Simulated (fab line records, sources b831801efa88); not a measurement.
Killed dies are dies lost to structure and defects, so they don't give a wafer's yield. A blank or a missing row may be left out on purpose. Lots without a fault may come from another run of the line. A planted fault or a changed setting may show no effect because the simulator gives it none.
fab line records | flow gf180mcu
record lots=5 wafers=15 last_day=34
route steps=602 shown TOP_METAL@572 PASSIVATION@587
lots that met no fault: from a run of the same line without faults
start_h: hours from the record's first day to the start of the lot's first wafer shown | wait_h: hours since the lot's step before | " the same as in the row above | L1.1+2: a row that stands for several wafers | - no value, or no start given | * or withheld: withheld | < > ~ a bound
route shown NAME@n: a module of which the file shows steps, and the number in the route of the first | usual: mean/standard deviation of fault-free wafers | same: alike in all rows | chamber/n: place in a boat | sites: the reading at each site | _std_site: their standard deviation | _edge_site: outer sites' mean less inner sites' | radius_mm: how far each site lies from the wafer's centre | mask NAME#n: copy n | behind: the tool/chamber that last shaped the wafer | hold: why the lot was held/for how many hours/how that ended | device: the transistor (n, p or np) that didn't switch | end of line: the same wafers' tests at the end of the route | a step without rows: its recipe alone | killed: dies lost to structure and defects at the first sort, not the wafer's yield | map: a wafer's dies, x killed, . not, _ none there
set.NAME: the setting as run; set.NAME@STEP: as run at that earlier step | model.NAME: the simulator's own value behind a step, which no gauge read
lots at some steps of the route; a table a step, a row a wafer
services: from which hour (start_h, from the record's first day; less than 0 if before it) a tool's chamber was out of use, for how many hours, and why
## steps
# step GF_TOP_METAL_RS_MEAS_05
# recipe thk_meas_gauge=four-point-probe reads=TiN_of_TOP_METAL_SPUTTER_04+Ti_of_TOP_METAL_SPUTTER_03+AlCu_of_TOP_METAL_SPUTTER_02+TiN_of_TOP_METAL_SPUTTER_01+Ti_of_TOP_METAL_SPUTTER_00
# usual TOP_METAL_ALCU_RS=0.0327/0.00032
# columns lot.wafer tool chamber start_h wait_h TOP_METAL_ALCU_RS[ohm/sq]
L076.1 film_metro-02 - 654.66 0.1 0.0323
L076.3 " - " " 0.0326
L076.4 " - " " 0.0329
L083.2 film_metro-03 - 699.17 0.0 0.0326
L083.3 " - " " 0.0330
L083.5 " - " " 0.0325
L093.2 film_metro-01 - 760.19 0.0 0.0324
L093.3 " - " " 0.0326
L093.6 " - " " 0.0324
L095.1 film_metro-03 - 771.91 0.0 0.0329
L095.2 " - " " 0.0328
L095.6 " - " " 0.0330
L096.3 film_metro-03 - 778.29 0.1 0.0327
L096.5 " - " " 0.0329
L096.6 " - " " 0.0323
# step GF_TOP_METAL_THK_MEAS_06
# recipe thk_meas_gauge=xrf reads=AlCu_of_TOP_METAL_SPUTTER_02
# usual TOP_METAL_ALCU_THK=896/11
# columns lot.wafer tool chamber start_h wait_h TOP_METAL_ALCU_THK[nm]
L076.1 film_metro-02 - 654.78 0.1 906
L076.3 " - " " 896
L076.4 " - " " 887
L083.2 film_metro-03 - 699.28 0.1 891
L083.3 " - " " 886
L083.5 " - " " 897
L093.2 film_metro-01 - 760.30 0.1 909
L093.3 " - " " 898
L093.6 " - " " 912
L095.1 film_metro-03 - 772.03 0.1 887
L095.2 " - " " 889
L095.6 " - " " 883
L096.3 film_metro-03 - 778.39 0.1 895
L096.5 " - " " 886
L096.6 " - " " 902
# step GF_TOP_METAL_DEHYDRATE_07
# recipe temp_c=200 time_s=60
# columns lot.wafer tool chamber start_h wait_h
L076.1+3+4 litho_track-03 0 663.55 8.8
L083.2+3+5 litho_track-01 0 707.60 8.3
L093.2+3+6 litho_track-04 0 767.27 7.0
L095.1+2+6 litho_track-03 0 778.75 6.7
L096.3+5+6 litho_track-01 0 785.27 6.9
# step GF_TOP_METAL_HMDS_08
# recipe prime_time_s=60 prime_temp_c=120
# columns lot.wafer tool chamber start_h wait_h
L076.1+3+4 litho_track-03 0 663.70 0.1
L083.2+3+5 litho_track-01 0 707.75 0.1
L093.2+3+6 litho_track-04 0 767.42 0.1
L095.1+2+6 litho_track-03 0 778.90 0.1
L096.3+5+6 litho_track-01 0 785.42 0.1
# step GF_TOP_METAL_COAT_09
# recipe resist=NOVOLAK spin_rpm=3000 resist_thk_nm=1500
# columns lot.wafer tool chamber start_h wait_h
L076.1+3+4 litho_track-03 0 663.85 0.1
L083.2+3+5 litho_track-01 0 707.90 0.1
L093.2+3+6 litho_track-04 0 767.57 0.1
L095.1+2+6 litho_track-03 0 779.05 0.1
L096.3+5+6 litho_track-01 0 785.57 0.1
# step GF_TOP_METAL_SOFTBAKE_10
# recipe temp_c=90 time_s=60 resist=NOVOLAK
# columns lot.wafer tool chamber start_h wait_h
L076.1+3+4 litho_track-03 0 664.00 0.1
L083.2+3+5 litho_track-01 0 708.05 0.1
L093.2+3+6 litho_track-04 0 767.72 0.1
L095.1+2+6 litho_track-03 0 779.20 0.1
L096.3+5+6 litho_track-01 0 785.72 0.1
# step GF_TOP_METAL_EXPOSE_11
# recipe mask_id=MetalTop target_cd_nm=440 na=0.6 source_shape=conventional sigma_outer=0.6 dose_mj=170
# columns lot.wafer tool chamber start_h wait_h mask
L076.1+3+4 iline_stepper-02 0 - - MetalTop#0
L083.2+3+5 iline_stepper-01 0 - - MetalTop#0
L093.2+3+6 iline_stepper-02 0 - - MetalTop#0
L095.1+2+6 iline_stepper-01 0 - - MetalTop#0
L096.3+5+6 iline_stepper-01 0 - - MetalTop#0
# step GF_TOP_METAL_PEB_12
# recipe temp_c=withheld time_s=* resist=NOVOLAK
# columns lot.wafer tool chamber start_h wait_h
L076.1+3+4 litho_track-03 0 - -
L083.2+3+5 litho_track-04 0 - -
L093.2+3+6 litho_track-03 0 - -
L095.1+2+6 litho_track-01 0 - -
L096.3+5+6 litho_track-04 0 - -
# step GF_TOP_METAL_DEVELOP_13
# recipe develop_time_s=60 dev_temp_c=23
# same develop_time_s=60
# columns lot.wafer tool chamber start_h wait_h
L076.1+3+4 litho_track-03 0 673.50 0.1
L083.2+3+5 litho_track-04 0 716.82 0.1
L093.2+3+6 litho_track-03 0 775.57 0.1
L095.1+2+6 litho_track-01 0 787.17 0.1
L096.3+5+6 litho_track-04 0 793.05 0.1
# step GF_TOP_METAL_CD_MEAS_14
# recipe target_cd_nm=440
# usual cd_nm=439.6/2.6
# columns lot.wafer tool chamber start_h wait_h cd_nm
L076.1 cd_sem-02 - 673.65 0.1 442.5
L076.3 " - " " 441.9
L076.4 " - " " 441.7
L083.2 cd_sem-01 - 716.97 0.1 440.7
L083.3 " - " " 440.9
L083.5 " - " " 442.0
L093.2 cd_sem-01 - 775.72 0.1 438.7
L093.3 " - " " 436.9
L093.6 " - " " 437.6
L095.1 cd_sem-01 - 787.32 0.1 441.0
L095.2 " - " " 437.6
L095.6 " - " " 439.8
L096.3 cd_sem-01 - 793.19 0.1 441.1
L096.5 " - " " 441.2
L096.6 " - " " 440.7
# step GF_TOP_METAL_OVL_MEAS_15
# usual TOP_METAL_OVL=-0.1/1
# columns lot.wafer tool chamber start_h wait_h TOP_METAL_OVL[nm]
L076.1 overlay-02 - 673.77 0.1 0.5
L076.3 " - " " 0.3
L076.4 " - " " 1.7
L083.2 overlay-01 - 717.07 0.1 -1.5
L083.3 " - " " 0.2
L083.5 " - " " -0.7
L093.2 overlay-02 - 775.82 0.1 -0.9
L093.3 " - " " -0.9
L093.6 " - " " 0.2
L095.1 overlay-01 - 787.44 0.1 0.3
L095.2 " - " " 1.4
L095.6 " - " " -0.1
L096.3 overlay-01 - 793.28 0.1 1.0
L096.5 " - " " 0.6
L096.6 " - " " 1.6
# step GF_TOP_METAL_METAL_ETCH_16
# recipe chemistry=Cl2/BCl3 mask_material=NOVOLAK target_depth_nm=1197 stop_on=SiO2 pressure_mtorr=8 icp_w=800 bias_w=140 Cl2_flow_sccm=80 bcl3_flow_sccm=40 time_s=199.5
# usual bcl3_flow_sccm=40.00/0.13 chamber_pressure_mTorr=8.000/0.0065 drypump_motor_current_A=5.8/0.38 mfc_cl2_sccm=80.02/0.24 oes_product_au=0.988/0.0054 throttle_valve_pct=28.232/0.0096
# columns lot.wafer tool chamber start_h wait_h bcl3_flow_sccm chamber_pressure_mTorr drypump_motor_current_A mfc_cl2_sccm oes_product_au rf_hours_counter_h throttle_valve_pct
L076.1 rie_metal-01 0 673.80 0.0 39.86 8.004 5.9 79.99 0.989 10 28.237
L076.3 " 1 " " 40.14 8.001 5.9 80.05 0.988 - 28.233
L076.4 " 0 " " 39.98 8.003 6.0 79.91 0.986 - 28.231
L083.2 rie_metal-04 0 717.10 0.0 40.02 7.995 6.1 80.14 0.989 11 28.240
L083.3 " 0 " " 39.93 7.999 6.1 80.35 0.993 - 28.230
L083.5 " 0 " " 39.89 8.005 6.1 80.22 0.982 - 28.243
L093.2 rie_metal-01 0 775.85 0.0 40.07 7.998 5.9 79.74 0.975 15 28.237
L093.3 " 0 " " 40.05 7.995 5.9 80.40 0.979 - 28.242
L093.6 " 0 " " 40.11 7.996 5.9 80.17 0.988 - 28.243
L095.1 rie_metal-01 1 787.48 0.0 39.87 7.993 5.8 80.55 0.979 7 28.240
L095.2 " 0 " " 40.12 7.994 6.0 79.64 0.980 15 28.237
L095.6 " 0 " " 40.16 7.995 5.9 80.08 0.984 - 28.256
L096.3 rie_metal-03 0 793.37 0.1 39.95 8.004 6.5 79.79 0.984 - 28.238
L096.5 " 0 " " 40.01 8.001 6.5 79.82 0.991 - 28.229
L096.6 " 1 " " 39.99 8.010 5.3 80.06 0.987 - 28.229
# step GF_TOP_METAL_STRIP_17
# recipe chemistry=O2/N2 power_w=1400 pressure_mtorr=1500 platen_temp_c=250 o2_flow_sccm=3000 n2_flow_sccm=300 overash_fraction=0.5
# usual chamber_pressure_mTorr=1499.8/1.4 drypump_motor_current_A=5.6/0.46 heater_power_w=317/20 oes_product_au=0.711/0.0044 strip_time_to_endpoint_s=12.94/0.074
# columns lot.wafer tool chamber start_h wait_h chamber_pressure_mTorr drypump_motor_current_A heater_power_w oes_product_au rf_hours_counter_h strip_time_to_endpoint_s
L076.1 plasma_asher-04 0 674.00 0.1 1499.4 6.2 335 0.707 23 12.93
L076.3 " 0 " " 1499.2 6.2 336 0.707 - 12.76
L076.4 " 1 " " 1499.3 6.2 318 0.708 - 12.85
L083.2 plasma_asher-04 1 717.30 0.1 1501.1 6.2 317 0.714 27 12.96
L083.3 " 1 " " 1500.2 6.2 322 0.710 - 12.91
L083.5 " 0 " " 1499.9 6.3 334 0.707 - 12.99
L093.2 plasma_asher-02 1 776.04 0.1 1498.4 5.1 314 0.711 71 13.09
L093.3 " 0 " " 1500.9 5.4 283 0.709 - 13.01
L093.6 " 1 " " 1498.8 5.2 313 0.712 - 13.05
L095.1 plasma_asher-04 1 787.67 0.1 1499.5 6.2 318 0.712 36 13.01
L095.2 " 0 " " 1499.1 6.2 343 0.708 36 12.98
L095.6 " 0 " " 1502.0 6.2 338 0.704 - 13.01
L096.3 plasma_asher-04 1 793.53 0.1 1500.2 6.2 328 0.710 - 12.91
L096.5 " 0 " " 1499.3 6.2 331 0.713 - 12.99
L096.6 " 1 " " 1501.1 6.2 327 0.711 - 12.94
# step GF_TOP_METAL_STRIP_18
# recipe chemistry=post_etch_residue_remover time_s=1200 temp_c=72.5
# columns lot.wafer tool chamber start_h wait_h
L076.1+3+4 wet_bench-03 0 674.10 0.1
L083.2+3+5 wet_bench-03 0 717.40 0.1
L093.2+3+6 wet_bench-02 3 776.14 0.1
L095.1+2+6 wet_bench-02 3 787.77 0.1
L096.3+5+6 wet_bench-02 3 793.60 0.0
# step GF_TOP_METAL_CLEAN_19
# recipe chemistry=DIW dry=n2_spin
# columns lot.wafer tool chamber start_h wait_h
L076.1+3+4 wet_bench-01 1 674.44 0.0
L083.2+3+5 wet_bench-01 0 717.74 0.0
L093.2+3+6 wet_bench-03 1 776.96 0.0
L095.1+2+6 wet_bench-01 0 788.16 0.0
L096.3+5+6 wet_bench-01 2 793.97 0.0
# step GF_PASSIVATION_CVD_00
# recipe material=SiO2 target_thk_nm=1000 precursor=TEOS temp_c=400 time_s=111.95 rf_w=600
# usual heater_power_w=671/120
# columns lot.wafer tool chamber start_h wait_h heater_power_w
L076.1 pecvd-04 2 674.53 0.0 577
L076.3 " 1 " " 683
L076.4 " 2 " " 474
L083.2 pecvd-04 1 717.84 0.0 675
L083.3 " 2 " " 471
L083.5 " 2 " " 519
L093.2 pecvd-04 1 777.06 0.0 625
L093.3 " 0 " " 744
L093.6 " 2 " " 556
L095.1 pecvd-02 1 788.26 0.0 688
L095.2 " 2 " " 570
L095.6 " 2 " " 616
L096.3 pecvd-02 2 794.06 0.0 576
L096.5 " 2 " " 632
L096.6 " 0 " " 547
# step GF_PASSIVATION_THK_MEAS_01
# recipe reads=SiO2_of_PASSIVATION_CVD_00
# usual PASSIVATION_CVD_00_THK=1002/15
# columns lot.wafer tool chamber start_h wait_h PASSIVATION_CVD_00_THK[nm]
L076.1 film_metro-02 - 674.61 0.0 1008
L076.3 " - " " 1016
L076.4 " - " " 1031
L083.2 film_metro-04 - 717.93 0.0 1017
L083.3 " - " " 1004
L083.5 " - " " 1021
L093.2 film_metro-04 - 777.15 0.0 1002
L093.3 " - " " 998
L093.6 " - " " 993
L095.1 film_metro-02 - 788.34 0.0 994
L095.2 " - " " 1010
L095.6 " - " " 1022
L096.3 film_metro-04 - 794.16 0.1 1014
L096.5 " - " " 1035
L096.6 " - " " 1018
# step GF_PASSIVATION_CVD_02
# recipe material=Si3N4 target_thk_nm=700 time_s=486.18 temp_c=400 rf_w=450
# usual heater_power_w=764/130
# columns lot.wafer tool chamber start_h wait_h heater_power_w
L076.1 pecvd-02 0 674.67 0.1 726
L076.3 " 1 " " 813
L076.4 " 1 " " 824
L083.2 pecvd-03 1 717.98 0.0 990
L083.3 " 0 " " 794
L083.5 " 0 " " 628
L093.2 pecvd-03 1 777.20 0.0 1003
L093.3 " 2 " " 695
L093.6 " 1 " " 1058
L095.1 pecvd-04 2 788.40 0.1 592
L095.2 " 1 " " 681
L095.6 " 1 " " 694
L096.3 pecvd-03 0 794.20 0.0 729
L096.5 " 1 " " 1070
L096.6 " 2 " " 800
# step GF_PASSIVATION_THK_MEAS_03
# recipe reads=Si3N4_of_PASSIVATION_CVD_02
# usual PASSIVATION_CVD_02_THK=699/8.4
# columns lot.wafer tool chamber start_h wait_h PASSIVATION_CVD_02_THK[nm]
L076.1 film_metro-01 - 674.95 0.1 685
L076.3 " - " " 682
L076.4 " - " " 701
L083.2 film_metro-04 - 718.27 0.2 688
L083.3 " - " " 704
L083.5 " - " " 702
L093.2 film_metro-01 - 777.49 0.2 698
L093.3 " - " " 704
L093.6 " - " " 706
L095.1 film_metro-01 - 788.69 0.1 700
L095.2 " - " " 703
L095.6 " - " " 712
L096.3 film_metro-02 - 794.51 0.2 687
L096.5 " - " " 692
L096.6 " - " " 702
# step GF_PASSIVATION_DEHYDRATE_04
# recipe temp_c=200 time_s=60
# columns lot.wafer tool chamber start_h wait_h
L076.1+3+4 litho_track-01 0 683.47 8.5
L083.2+3+5 litho_track-01 0 726.60 8.3
L093.2+3+6 litho_track-01 0 784.59 7.1
L095.1+2+6 litho_track-03 0 795.55 6.8
L096.3+5+6 litho_track-02 0 801.35 6.8
# step GF_PASSIVATION_HMDS_05
# recipe prime_time_s=60 prime_temp_c=120
# columns lot.wafer tool chamber start_h wait_h
L076.1+3+4 litho_track-01 0 683.62 0.1
L083.2+3+5 litho_track-01 0 726.75 0.1
L093.2+3+6 litho_track-01 0 784.74 0.1
L095.1+2+6 litho_track-03 0 795.70 0.1
L096.3+5+6 litho_track-02 0 801.50 0.1
# step GF_PASSIVATION_COAT_06
# recipe spin_rpm=2000 resist_thk_nm=4000
# columns lot.wafer tool chamber start_h wait_h
L076.1+3+4 litho_track-01 0 683.77 0.1
L083.2+3+5 litho_track-01 0 726.90 0.1
L093.2+3+6 litho_track-01 0 784.89 0.1
L095.1+2+6 litho_track-03 0 795.85 0.1
L096.3+5+6 litho_track-02 0 801.65 0.1
# step GF_PASSIVATION_SOFTBAKE_07
# recipe temp_c=110 time_s=withheld
# columns lot.wafer tool chamber start_h wait_h
L076.1+3+4 litho_track-01 0 683.92 0.1
L083.2+3+5 litho_track-01 0 727.05 0.1
L093.2+3+6 litho_track-01 0 785.05 0.1
L095.1+2+6 litho_track-03 0 796.00 0.1
L096.3+5+6 litho_track-02 0 801.81 0.1
# step GF_PASSIVATION_EXPOSE_08
# recipe mask_id=Pad target_cd_nm=40000 na=0.57 dose_mj=310
# columns lot.wafer tool chamber start_h wait_h mask
L076.1+3+4 iline_stepper-01 0 - - Pad#0
L083.2+3+5 iline_stepper-02 0 - - Pad#0
L093.2+3+6 iline_stepper-02 0 - - Pad#0
L095.1+2+6 iline_stepper-02 0 - - Pad#0
L096.3+5+6 iline_stepper-01 0 - - Pad#0
# step GF_PASSIVATION_PEB_09
# recipe temp_c=115 time_s=withheld
# columns lot.wafer tool chamber start_h wait_h
L076.1+3+4 litho_track-02 0 - -
L083.2+3+5 litho_track-01 0 - -
L093.2+3+6 litho_track-03 0 - -
L095.1+2+6 litho_track-02 0 - -
L096.3+5+6 litho_track-01 0 - -
# step GF_PASSIVATION_DEVELOP_10
# recipe develop_time_s=59.08 dev_temp_c=23
# same develop_time_s=59.08
# columns lot.wafer tool chamber start_h wait_h
L076.1+3+4 litho_track-02 0 - -
L083.2+3+5 litho_track-01 0 - -
L093.2+3+6 litho_track-03 0 - -
L095.1+2+6 litho_track-02 0 - -
L096.3+5+6 litho_track-01 0 - -
# step GF_PASSIVATION_ETCH_11
# recipe chemistry=CF4/O2 target_depth_nm=2040 stop_on=TiN source_w=800 bias_w=150 pressure_mtorr=150 cf4_flow_sccm=80 O2_flow_sccm=10 time_s=453.3
# usual chamber_pressure_mTorr=150.00/0.15 drypump_motor_current_A=5.8/0.45 oes_product_au=0.990/0.0061 throttle_valve_pct=5.968/0.0086
# columns lot.wafer tool chamber start_h wait_h chamber_pressure_mTorr drypump_motor_current_A oes_product_au rf_hours_counter_h throttle_valve_pct
L076.1 rie_diel-03 1 694.10 - 150.08 5.4 0.970 40 5.965
L076.3 " 0 " " 150.29 6.1 0.988 11 5.961
L076.4 " 2 " " 149.86 5.6 0.975 6 5.968
L083.2 rie_diel-02 2 735.62 - 150.01 5.5 0.995 24 5.981
L083.3 " 3 " " 150.00 6.6 0.984 60 5.968
L083.5 " 1 " " 149.93 5.5 0.988 - 5.975
L093.2 rie_diel-03 1 793.00 - 149.96 5.3 0.978 45 5.976
L093.3 " 2 " " 149.75 5.6 0.982 11 5.936
L093.6 " 0 " " 149.65 6.1 0.979 - 5.960
L095.1 rie_diel-03 0 803.50 - 149.95 6.2 0.994 16 5.965
L095.2 " 2 " " 150.06 5.6 0.991 12 5.969
L095.6 " 2 " " 149.89 5.6 0.990 - 5.960
L096.3 rie_diel-01 0 808.87 - 150.39 5.8 0.991 4 5.967
L096.5 " 2 " " 150.18 6.1 0.994 - 5.956
L096.6 " 1 " " 150.09 5.0 0.991 - 5.973
# step GF_PASSIVATION_STRIP_12
# recipe chemistry=O2/N2 power_w=1400 pressure_mtorr=1500 platen_temp_c=250 o2_flow_sccm=3000 n2_flow_sccm=300 overash_fraction=0.5
# usual chamber_pressure_mTorr=1499.9/1.3 drypump_motor_current_A=5.57/0.3 heater_power_w=327/29 oes_product_au=0.718/0.0046 strip_time_to_endpoint_s=32.89/0.23
# columns lot.wafer tool chamber start_h wait_h chamber_pressure_mTorr drypump_motor_current_A heater_power_w oes_product_au rf_hours_counter_h strip_time_to_endpoint_s
L076.1 plasma_asher-03 0 694.37 0.1 1501.2 6.07 358 0.726 108 33.37
L076.3 " 1 " " 1500.4 5.31 330 0.724 - 33.08
L076.4 " 0 " " 1500.5 6.08 367 0.717 - 33.50
L083.2 plasma_asher-01 1 735.89 0.1 1499.1 5.75 359 0.719 97 32.69
L083.3 " 0 " " 1499.1 5.74 304 0.719 - 33.02
L083.5 " 1 " " 1499.6 5.73 362 0.717 - 32.87
L093.2 plasma_asher-02 0 793.27 0.1 1498.4 5.38 279 0.713 73 33.19
L093.3 " 1 " " 1500.4 5.18 325 0.716 - 33.33
L093.6 " 0 " " 1498.5 5.38 283 0.714 - 33.03
L095.1 plasma_asher-01 1 803.77 0.1 1499.2 5.77 359 0.720 104 33.02
L095.2 " 0 " " 1499.9 5.80 309 0.710 104 33.14
L095.6 " 0 " " 1499.0 5.76 310 0.715 - 33.29
L096.3 plasma_asher-01 1 809.17 0.2 1501.6 5.74 371 0.721 - 32.57
L096.5 " 1 " " 1500.7 5.76 368 0.720 - 33.03
L096.6 " 0 " " 1498.6 5.72 308 0.720 - 32.91
# step GF_PASSIVATION_ANNEAL_13
# recipe temp_c=400 time_s=1800 ambient=N2/H2 idle_temp_c=300 ramp_up_c_per_min=10 ramp_down_c_per_min=3
# usual ramp_down_c_per_min=3.0000/0.00052 zone_power_centre_pct=5.0/0.37
# columns lot.wafer tool chamber start_h wait_h ramp_down_c_per_min zone_power_centre_pct
L076.1 furnace-01 0 694.47 0.1 2.9988 5.4
L076.3 " 0 " " 3.0012 5.3
L076.4 " 0 " " 2.9992 5.3
L083.2 furnace-01 0 735.99 0.1 2.9996 5.2
L083.3 " 0 " " 3.0000 5.3
L083.5 " 0 " " 3.0009 5.3
L093.2 furnace-01 0 793.37 0.1 3.0003 5.3
L093.3 " 0 " " 3.0000 5.3
L093.6 " 0 " " 2.9999 5.3
L095.1 furnace-01 0 803.87 0.1 2.9996 5.2
L095.2 " 0 " " 3.0002 5.3
L095.6 " 0 " " 3.0001 5.3
L096.3 furnace-02 0 809.24 0.0 3.0000 4.5
L096.5 " 0 " " 3.0002 4.5
L096.6 " 0 " " 2.9997 4.5
# step GF_PASSIVATION_BOW_MEAS_14
# recipe mode=bow
# usual PASSIVATION_BOW=140/11
# columns lot.wafer tool chamber start_h wait_h PASSIVATION_BOW[um]
L076.1 film_metro-01 - 695.97 0.0 118
L076.3 " - " " 131
L076.4 " - " " 121
L083.2 film_metro-04 - 737.58 0.1 144
L083.3 " - " " 143
L083.5 " - " " 141
L093.2 film_metro-02 - 794.89 0.0 126
L093.3 " - " " 127
L093.6 " - " " 134
L095.1 film_metro-01 - 805.37 0.0 124
L095.2 " - " " 116
L095.6 " - " " 133
L096.3 film_metro-04 - 810.78 0.0 132
L096.5 " - " " 131
L096.6 " - " " 129
## services
# columns tool chamber start_h hours kind
pecvd-04 - 641.14 1.8 repair
pecvd-02 - 642.72 5.5 pm
furnace-01 - 648.59 2.4 pm
pecvd-03 2 650.34 11.0 repair
iline_stepper-01 - 667.37 1.7 pm
iline_stepper-02 - 669.60 11.4 repair
wet_bench-01 - 674.92 0.6 repair
wet_bench-03 - 678.36 0.7 repair
rie_diel-03 3 687.22 4.2 repair
furnace-02 - 691.73 3.9 pm
rie_diel-02 2 696.17 2.7 repair
rie_metal-01 0 699.67 5.5 repair
wet_bench-03 - 709.67 4.2 repair
pecvd-04 - 721.59 17.0 repair
plasma_asher-02 - 726.11 2.8 pm
plasma_asher-04 - 735.74 2.2 repair
iline_stepper-01 - 752.37 4.0 repair
plasma_asher-02 - 757.93 2.9 repair
pecvd-04 - 760.03 0.3 repair
furnace-01 - 761.36 2.9 pm
rie_diel-03 1 766.69 2.9 repair
rie_metal-01 - 782.31 1.4 pm
rie_metal-01 - 790.92 0.7 repair
pecvd-04 - 793.11 1.2 repair
## key
fault none
